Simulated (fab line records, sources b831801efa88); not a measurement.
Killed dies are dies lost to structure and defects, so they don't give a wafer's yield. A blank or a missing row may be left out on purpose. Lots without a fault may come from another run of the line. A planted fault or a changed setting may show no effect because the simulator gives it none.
fab line records | flow sky130
record lots=12 wafers=36 last_day=50
route steps=708 shown LDD_LDN@296 SD_N@349 SD_P@359 LI_CONTACT@383
lots that met no fault: from a run of the same line without faults
start_h: hours from the record's first day to the start of the lot's first wafer shown | wait_h: hours since the lot's step before | " the same as in the row above | L1.1+2: a row that stands for several wafers | - no value, or no start given | * or withheld: withheld | < > ~ a bound
route shown NAME@n: a module of which the file shows steps, and the number in the route of the first | usual: mean/standard deviation of fault-free wafers | same: alike in all rows | chamber/n: place in a boat | sites: the reading at each site | _std_site: their standard deviation | _edge_site: outer sites' mean less inner sites' | radius_mm: how far each site lies from the wafer's centre | mask NAME#n: copy n | behind: the tool/chamber that last shaped the wafer | hold: why the lot was held/for how many hours/how that ended | device: the transistor (n, p or np) that didn't switch | end of line: the same wafers' tests at the end of the route | a step without rows: its recipe alone | killed: dies lost to structure and defects at the first sort, not the wafer's yield | map: a wafer's dies, x killed, . not, _ none there
set.NAME: the setting as run; set.NAME@STEP: as run at that earlier step | model.NAME: the simulator's own value behind a step, which no gauge read
steps of the route over a sample of lots; a table a step, a row a wafer
services: from which hour (start_h, from the record's first day; less than 0 if before it) a tool's chamber was out of use, for how many hours, and why
## steps
# step SKY_LDD_LDN_OVL_MEAS_07
# usual LDD_LDN_OVL=-0.8/1.4
# columns lot.wafer tool chamber start_h wait_h LDD_LDN_OVL[nm]
L254.2 overlay-02 - 523.65 0.1 -1.2
L254.4 " - " " -1.0
L254.5 " - " " -0.4
L255.1 overlay-02 - 532.09 0.1 -0.3
L255.2 " - " " -0.2
L255.4 " - " " -0.1
L257.1 overlay-01 - 548.83 0.1 -0.8
L257.3 " - " " -1.0
L257.4 " - " " 0.2
L256.1 overlay-02 - 549.13 0.1 -1.1
L256.2 " - " " -1.4
L256.5 " - " " 0.3
L258.1 overlay-01 - 561.78 0.1 -1.9
L258.3 " - " " -1.7
L258.6 " - " " -1.3
L259.1 overlay-01 - 566.44 0.1 -2.1
L259.3 " - " " -0.9
L259.6 " - " " -1.2
L262.1 overlay-01 - 602.29 0.1 0.6
L262.4 " - " " 2.3
L262.6 " - " " 1.9
L267.2 overlay-01 - 646.29 0.1 -2.3
L267.4 " - " " -2.5
L267.5 " - " " -1.8
L269.1 overlay-01 - 658.53 0.1 -0.9
L269.2 " - " " -1.0
L269.3 " - " " -1.6
L272.1 overlay-01 - 684.83 0.1 -1.2
L272.4 " - " " 1.5
L272.5 " - " " -0.2
L274.1 overlay-02 - 692.68 0.1 -1.3
L274.3 " - " " -2.4
L274.4 " - " " -0.5
L276.2 overlay-01 - 708.44 0.1 -4.1
L276.4 " - " " -4.2
L276.6 " - " " -3.1
# step SKY_SD_N_CD_MEAS_07
# recipe target_cd_nm=380
# usual cd_nm=380.3/2.4
# columns lot.wafer tool chamber start_h wait_h cd_nm
L254.2 cd_sem-01 - 646.00 0.1 380.5
L254.4 " - " " 380.8
L254.5 " - " " 382.8
L255.1 cd_sem-01 - 652.89 0.1 381.6
L255.2 " - " " 381.2
L255.4 " - " " 382.5
L256.1 cd_sem-02 - 667.49 0.1 382.6
L256.2 " - " " 383.8
L256.5 " - " " 382.3
L257.1 cd_sem-01 - 668.14 0.1 379.4
L257.3 " - " " 378.0
L257.4 " - " " 380.3
L258.1 cd_sem-02 - 679.53 0.1 375.6
L258.3 " - " " 375.5
L258.6 " - " " 375.7
L259.1 cd_sem-01 - 684.18 0.1 378.2
L259.3 " - " " 377.9
L259.6 " - " " 379.7
L262.1 cd_sem-01 - 718.23 0.1 381.9
L262.4 " - " " 381.9
L262.6 " - " " 384.6
L267.2 cd_sem-02 - 758.55 0.1 381.4
L267.4 " - " " 385.1
L267.5 " - " " 382.3
L269.1 cd_sem-01 - 771.63 0.1 381.7
L269.2 " - " " 382.4
L269.3 " - " " 380.3
L272.1 cd_sem-02 - 796.84 0.1 384.0
L272.4 " - " " 381.3
L272.5 " - " " 382.8
L274.1 cd_sem-01 - 803.13 0.1 380.7
L274.3 " - " " 381.3
L274.4 " - " " 379.6
L276.2 cd_sem-02 - 817.95 0.1 378.1
L276.4 " - " " 378.1
L276.6 " - " " 377.4
# step SKY_SD_N_RTA_14
# recipe temp_c=1075 time_s=2 idle_temp_c=650 ramp_up_c_per_s=150 ramp_down_c_per_s=90 ambient=N2
# usual lamp_power_pct=15.74/0.052 wafer_temp_C_max=1077.9/1.2
# columns lot.wafer tool chamber start_h wait_h lamp_power_pct wafer_temp_C_max
L254.2 rtp_anneal-02 0 646.66 0.0 15.73 1076.9
L254.4 " 0 " " 15.79 1077.8
L254.5 " 0 " " 15.80 1077.4
L255.1 rtp_anneal-01 0 653.56 0.0 15.70 1078.0
L255.2 " 0 " " 15.74 1078.6
L255.4 " 0 " " 15.82 1078.8
L256.1 rtp_anneal-02 0 668.16 0.0 15.76 1077.1
L256.2 " 0 " " 15.76 1079.2
L256.5 " 0 " " 15.77 1078.1
L257.1 rtp_anneal-01 0 668.81 0.0 15.75 1076.2
L257.3 " 0 " " 15.70 1078.2
L257.4 " 0 " " 15.74 1080.4
L258.1 rtp_anneal-02 0 680.20 0.0 15.70 1077.8
L258.3 " 0 " " 15.77 1078.3
L258.6 " 0 " " 15.73 1077.2
L259.1 rtp_anneal-01 0 684.85 0.0 15.68 1078.1
L259.3 " 0 " " 15.82 1077.7
L259.6 " 0 " " 15.64 1078.4
L262.1 rtp_anneal-02 0 718.90 0.0 15.74 1077.2
L262.4 " 0 " " 15.78 1079.1
L262.6 " 0 " " 15.64 1078.4
L267.2 rtp_anneal-01 0 759.21 0.0 15.88 1088.9
L267.4 " 0 " " 15.79 1086.6
L267.5 " 0 " " 15.84 1088.8
L269.1 rtp_anneal-01 0 772.30 0.0 15.84 1087.5
L269.2 " 0 " " 15.91 1088.8
L269.3 " 0 " " 15.78 1088.5
L272.1 rtp_anneal-02 0 797.51 0.0 15.69 1079.0
L272.4 " 0 " " 15.79 1077.1
L272.5 " 0 " " 15.67 1077.3
L274.1 rtp_anneal-02 0 803.80 0.0 15.81 1077.0
L274.3 " 0 " " 15.68 1078.0
L274.4 " 0 " " 15.69 1079.2
L276.2 rtp_anneal-02 0 818.61 0.0 15.79 1078.8
L276.4 " 0 " " 15.76 1075.8
L276.6 " 0 " " 15.74 1078.0
# step SKY_SD_N_RS_MEAS_16
# recipe thk_meas_gauge=four-point-probe
# usual SD_N_RS=68.62/0.11
# columns lot.wafer tool chamber start_h wait_h SD_N_RS[ohm/sq]
L254.2 film_metro-01 - 646.84 0.1 68.54
L254.4 " - " " 68.50
L254.5 " - " " 68.56
L255.1 film_metro-02 - 653.73 0.1 68.53
L255.2 " - " " 68.53
L255.4 " - " " 68.50
L256.1 film_metro-02 - 668.33 0.1 68.67
L256.2 " - " " 68.57
L256.5 " - " " 68.63
L257.1 film_metro-01 - 668.98 0.1 68.61
L257.3 " - " " 68.57
L257.4 " - " " 68.67
L258.1 film_metro-01 - 680.37 0.1 68.57
L258.3 " - " " 68.77
L258.6 " - " " 68.72
L259.1 film_metro-01 - 685.08 0.1 68.62
L259.3 " - " " 68.64
L259.6 " - " " 68.60
L262.1 film_metro-01 - 719.07 0.1 68.71
L262.4 " - " " 68.72
L262.6 " - " " 68.73
L267.2 film_metro-01 - 759.39 0.1 66.91
L267.4 " - " " 66.88
L267.5 " - " " 66.77
L269.1 film_metro-02 - 772.47 0.1 66.70
L269.2 " - " " 66.81
L269.3 " - " " 66.77
L272.1 film_metro-01 - 797.68 0.1 68.78
L272.4 " - " " 68.77
L272.5 " - " " 68.65
L274.1 film_metro-01 - 803.97 0.1 68.69
L274.3 " - " " 68.79
L274.4 " - " " 68.44
L276.2 film_metro-01 - 818.79 0.1 68.57
L276.4 " - " " 68.56
L276.6 " - " " 68.58
# step SKY_SD_N_RS_MEAS_17
# recipe thk_meas_gauge=four-point-probe
# usual SD_P_RS=147.3/0.36
# columns lot.wafer tool chamber start_h wait_h SD_P_RS[ohm/sq]
L254.2 film_metro-01 - 646.96 0.1 147.2
L254.4 " - " " 147.3
L254.5 " - " " 146.9
L255.1 film_metro-02 - 653.85 0.1 147.4
L255.2 " - " " 146.8
L255.4 " - " " 146.6
L256.1 film_metro-02 - 668.45 0.1 147.9
L256.2 " - " " 147.3
L256.5 " - " " 147.3
L257.1 film_metro-01 - 669.10 0.1 147.2
L257.3 " - " " 147.0
L257.4 " - " " 147.0
L258.1 film_metro-01 - 680.49 0.1 147.4
L258.3 " - " " 146.9
L258.6 " - " " 147.4
L259.1 film_metro-01 - 685.20 0.1 147.2
L259.3 " - " " 147.5
L259.6 " - " " 147.2
L262.1 film_metro-01 - 719.19 0.1 147.1
L262.4 " - " " 147.5
L262.6 " - " " 147.7
L267.2 film_metro-01 - 759.51 0.1 138.7
L267.4 " - " " 138.6
L267.5 " - " " 138.6
L269.1 film_metro-02 - 772.59 0.1 137.9
L269.2 " - " " 138.2
L269.3 " - " " 138.5
L272.1 film_metro-01 - 797.80 0.1 147.9
L272.4 " - " " 147.8
L272.5 " - " " 147.4
L274.1 film_metro-01 - 804.09 0.1 147.3
L274.3 " - " " 147.8
L274.4 " - " " 147.2
L276.2 film_metro-01 - 818.91 0.1 147.1
L276.4 " - " " 147.3
L276.6 " - " " 147.1
# step SKY_LI_CONTACT_CVD_21
# recipe material=W target_thk_nm=400 time_s=120.56 temp_c=400 pressure_torr=40
# usual chamber_pressure_Torr=39.99/0.083 heater_power_w=871/65
# columns lot.wafer tool chamber start_h wait_h chamber_pressure_Torr heater_power_w
L254.2 cvd_w-02 0 677.00 0.0 40.02 782
L254.4 " 0 " " 40.01 805
L254.5 " 1 " " 40.09 895
L255.1 cvd_w-02 0 683.92 0.0 39.95 784
L255.2 " 1 " " 40.08 916
L255.4 " 0 " " 40.05 785
L256.1 cvd_w-01 0 697.57 0.0 39.94 840
L256.2 " 1 " " 39.83 967
L256.5 " 0 " " 40.10 847
L257.1 cvd_w-01 1 699.17 0.0 39.79 939
L257.3 " 1 " " 39.86 952
L257.4 " 0 " " 39.89 862
L258.1 cvd_w-01 1 709.52 0.0 39.99 964
L258.3 " 1 " " 40.01 964
L258.6 " 1 " " 40.06 943
L259.1 cvd_w-02 1 714.95 0.0 39.95 888
L259.3 " 1 " " 39.99 916
L259.6 " 0 " " 40.24 793
L262.1 cvd_w-02 0 750.25 0.0 39.99 781
L262.4 " 1 " " 40.00 876
L262.6 " 1 " " 40.09 900
L267.2 cvd_w-02 1 787.72 0.0 40.01 879
L267.4 " 1 " " 39.99 900
L267.5 " 1 " " 40.11 916
L269.1 cvd_w-01 1 800.07 0.0 39.94 961
L269.2 " 0 " " 40.01 841
L269.3 " 1 " " 39.95 979
L272.1 cvd_w-02 0 825.08 0.0 40.02 781
L272.4 " 0 " " 40.06 791
L272.5 " 0 " " 40.05 782
L274.1 cvd_w-01 1 831.92 0.0 40.02 966
L274.3 " 0 " " 39.95 855
L274.4 " 1 " " 40.08 979
L276.2 cvd_w-01 1 846.00 0.0 39.95 963
L276.4 " 0 " " 40.05 857
L276.6 " 0 " " 39.97 839
## services
# columns tool chamber start_h hours kind
rtp_anneal-01 - 633.70 4.2 pm
cvd_w-02 - 657.99 6.9 pm
cvd_w-02 - 669.30 1.0 repair
cvd_w-02 - 688.81 0.5 repair
cvd_w-01 - 758.46 2.8 pm
cvd_w-02 - 784.24 0.8 repair
cvd_w-01 0 814.57 3.7 repair
## key
first_sign step=SKY_SD_N_RTA_14 reading=wafer_temp_C_max direction=up sigmas=8.6 usual=* struck=*
effect step=SKY_SD_N_RTA_14 reading=lamp_power_pct direction=up sigmas=2 usual=15.74 struck=15.84
effect step=SKY_SD_N_RS_MEAS_16 reading=SD_N_RS direction=down sigmas=16 usual=68.62 struck=66.81
effect step=SKY_SD_N_RS_MEAS_17 reading=SD_P_RS direction=down sigmas=25 usual=147.3 struck=138.4
met_at SKY_SD_N_RTA_14
struck_lots L267,L269
tester_left_out L267,L269
not_acting_at SKY_LDD_LDN_OVL_MEAS_07,SKY_SD_N_CD_MEAS_07,SKY_LI_CONTACT_CVD_21
onset_between 684.85 759.21
fault kind=process_parameter_drift tool=rtp_anneal-01 chamber=- onset_h=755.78 steps=SKY_SD_N_RTA_14 channel=temp_c offset=* shape=step end_h=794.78 acts_in=* stated=*
# tester_left_out: of these lots the tester's yield and bins aren't shown, on N5 and GAA mostly nor the transistor test; their killed dies are dies lost to structure and defects alone, not to doping, threshold or leakage, so they don't give the yield
